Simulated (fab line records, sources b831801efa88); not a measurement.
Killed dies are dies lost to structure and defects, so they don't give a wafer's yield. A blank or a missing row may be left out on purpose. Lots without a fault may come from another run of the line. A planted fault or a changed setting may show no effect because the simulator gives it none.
A struck lot beside a sound one | flow sky130 | 26 steps out of a route of 708
Sound: wafers L840.1, L840.2, L840.5. Struck: wafers L839.2, L839.5, L839.6. The cause comes at the end.
At each step with rows: each side's tool, then ch and its chambers, then its first start. Under that, the readings that differ: sound wafers | struck wafers | difference of the means | sigmas: that difference in standard deviations of wafers without a fault.
alike: readings whose means differ by less than 2 such deviations, and words and numbers that are the same on both sides. not compared: withheld readings, readings that some wafer has no value for, bounds like >300 that may hide the same value, and numbers for which the record gives no deviation and whose values overlap.
The two part at a step that has a row with sigmas, a row that says differs or no value, or rows on one side only. Numbers that don't overlap but have no deviation are shown without sigmas and don't part them. A reading that every wafer of one side lacks parts them only if that side has two wafers or more.

SKY_VT_ADJUST_NCORE_STRIP_10: strips in O2/N2.
  sound on plasma_asher-02 ch 0,1, day 12 13:30; struck on plasma_asher-04 ch 0,1, day 12 06:24
  alike: chamber_pressure_mTorr, drypump_motor_current_A, oes_product_au, strip_time_to_endpoint_s
  not compared: rf_hours_counter_h
SKY_VT_ADJUST_NCORE_TW_MEAS_11:
  sound on film_metro-04, day 12 13:36; struck on film_metro-04, day 12 06:31
  alike: VT_ADJUST_NCORE_TW
then, 7 steps without rows for these wafers: SKY_VT_ADJUST_HVTR_DEHYDRATE_00 (time 60 s); SKY_VT_ADJUST_HVTR_HMDS_01 (prime time 60 s); SKY_VT_ADJUST_HVTR_COAT_02 (resist thk 1140 nm); SKY_VT_ADJUST_HVTR_SOFTBAKE_03 (time 60 s); SKY_VT_ADJUST_HVTR_EXPOSE_04 (exposes mask HVTRM, target cd 380 nm); SKY_VT_ADJUST_HVTR_PEB_05; SKY_VT_ADJUST_HVTR_DEVELOP_06 (develop time 60 s).
SKY_VT_ADJUST_HVTR_CD_MEAS_07: target cd 380 nm.
  sound on cd_sem-01, day 13 14:39; struck on cd_sem-02, day 13 07:41
  reading    | sound             | struck            | difference | sigmas
  cd_nm (nm) | 382.9 384.1 382.1 | 376.3 378.5 377.8 | -5.5       | -3
SKY_VT_ADJUST_HVTR_OVL_MEAS_08:
  sound on overlay-01, day 13 14:46; struck on overlay-02, day 13 07:48
  alike: VT_ADJUST_HVTR_OVL
then, 1 step without rows for these wafers: SKY_VT_ADJUST_HVTR_IMPLANT_09.
SKY_VT_ADJUST_HVTR_STRIP_10: strips in O2/N2.
  sound on plasma_asher-03 ch 0,1, day 13 14:58; struck on plasma_asher-03 ch 0,1, day 13 07:59
  no value came back on the struck wafers for chamber_pressure_mTorr (mTorr), drypump_motor_current_A (A), oes_product_au (a.u.), strip_time_to_endpoint_s (s); on the sound wafers chamber_pressure_mTorr (mTorr) reads 1500.2 1501.4 1500.9
  reading                                             | sound | struck         | difference | sigmas
  model.NOVOLAK_of_VT_ADJUST_HVTR_COAT_02.thk_nm (nm) | 0 0 0 | 1139 1139 1141 | +1140      |
  not compared: rf_hours_counter_h
SKY_VT_ADJUST_HVTR_TW_MEAS_11:
  sound on film_metro-02, day 13 15:04; struck on film_metro-01, day 13 08:05
  alike: VT_ADJUST_HVTR_TW
then, 7 steps without rows for these wafers: SKY_VT_ADJUST_PCH_DEHYDRATE_00 (time 60 s); SKY_VT_ADJUST_PCH_HMDS_01 (prime time 60 s); SKY_VT_ADJUST_PCH_COAT_02 (resist thk 3000 nm); SKY_VT_ADJUST_PCH_SOFTBAKE_03; SKY_VT_ADJUST_PCH_EXPOSE_04 (exposes mask NWM, target cd 840 nm); SKY_VT_ADJUST_PCH_PEB_05; SKY_VT_ADJUST_PCH_DEVELOP_06 (develop time 60 s).
SKY_VT_ADJUST_PCH_OVL_MEAS_07:
  sound on overlay-02, day 14 16:35; struck on overlay-01, day 14 10:21
  alike: VT_ADJUST_PCH_OVL
then, 1 step without rows for these wafers: SKY_VT_ADJUST_PCH_IMPLANT_08.
SKY_VT_ADJUST_PCH_STRIP_09: strips in O2/N2.
  sound on plasma_asher-02 ch 0,1, day 14 16:47; struck on plasma_asher-02 ch 0,1, day 14 10:32
  reading                      | sound             | struck            | difference | sigmas
  strip_time_to_endpoint_s (s) | 36.94 37.01 37.14 | 53.72 53.69 53.64 | +16.65     | +99 or more
  alike: chamber_pressure_mTorr, drypump_motor_current_A, oes_product_au
  not compared: rf_hours_counter_h
SKY_VT_ADJUST_PCH_TW_MEAS_10:
  sound on film_metro-02, day 14 16:53; struck on film_metro-02, day 14 10:38
  reading          | sound             | struck         | difference | sigmas
  VT_ADJUST_PCH_TW | 142.5 142.7 142.7 | 30.0 29.9 29.9 | -112.7     | -99 or more
then, 1 step without rows for these wafers: SKY_SONOS_TUNNEL_DEHYDRATE_00 (time 60 s).

WHERE THEY PART
First at SKY_VT_ADJUST_HVTR_CD_MEAS_07; last, within this record, at SKY_VT_ADJUST_PCH_TW_MEAS_10.

WHY: what the simulator had put in
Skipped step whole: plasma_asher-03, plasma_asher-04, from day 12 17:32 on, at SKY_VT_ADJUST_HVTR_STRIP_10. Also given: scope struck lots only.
